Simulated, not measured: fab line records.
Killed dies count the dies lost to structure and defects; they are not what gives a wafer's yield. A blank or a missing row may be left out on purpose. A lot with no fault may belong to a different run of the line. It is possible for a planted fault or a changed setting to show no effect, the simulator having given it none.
Code-filled problem report in 8D (eight disciplines) form / flow sky130 / the parts of the form that need people (team, actions taken, sign-off) are left out

## 1. WHAT WENT WRONG
At SKY_PAD_OPEN_PROBE_99, killed-at-front-end averages 52 over 2 wafers from 2 lots, while fault-free wafers read 15, standard deviation 4.6. That puts it +8.2 standard deviations away from the usual mean.
Earliest sighting: wafer L245.6 on prober-02 at day 50 18:11. Wafers with a number at this step in the record: 5, from 3 lots. Rule for "out", or "out of limits": more than 4 standard deviations from the usual mean. All remaining wafers that have a number are taken as sound.

## 2. WHAT IT IS; WHAT IT IS NOT
question=which readings at this step; is=killed-at-front-end; is not=killed_at_M4_up, killed-at-contacts, killed-at-other, killed-open
question=which lots; is=L245, L246; is not=L232
question=which wafers of those lots; is=all that have a number; is not=-
question=read on which tools; is=prober-01, prober-02; is not=-
question=when; is=from day 50 18:11; is not=up to then (3 sound wafers)

## 3. WHAT RULES OUT EACH SUSPECT
Counting: any tool at a process step up to the reading is kept as a suspect provided that every lot that is out went through it and no sound lot did after the first of them.
- hdpcvd-02 at SKY_FIELD_ISO_CVD_24 (deposits SiO2, target thk 595 nm, time 99.2 s): kept. It ran every lot that is out, first L245 (day 6 19:36), and no sound lot after that; its last sound lot up to then is L232 (day 4 03:32).
Left after counting: hdpcvd-02 at SKY_FIELD_ISO_CVD_24.

## 4. THE CAUSE (what the simulator had put in)
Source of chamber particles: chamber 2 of hdpcvd-02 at SKY_FIELD_ISO_CVD_24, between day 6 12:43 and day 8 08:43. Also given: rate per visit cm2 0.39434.
The count eliminated every tool but this one.

## 5. SEQUENCE OF EFFECTS, ordered by route
One row per reading whose mean, taken over the struck wafers that have a number, lies over 3 standard deviations from the usual. Scope: only readings with a usual standard deviation given in the record; hours: median across lots of the time from each lot's start at the first step in this table that gives one to its start at this step; sigmas: change in usual standard deviations.
hours=0; step=SKY_PAD_OPEN_PROBE_99; reading=killed-at-front-end; usual=15; on struck wafers=52; change=+38; sigmas=+8.2
It contains these process steps:
- SKY_PAD_OPEN_PROBE_99

## 6. WHAT WOULD HAVE CAUGHT IT SOONER
In this record no reading fell out of limits until day 50 18:11, 1061 hours after the fault had begun at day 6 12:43.
The start of SKY_FIELD_ISO_CVD_24 on hdpcvd-02 came by day 50 18:11 for every one of the lots that are out (2). Tool hold at that time: it would have spared none of them.
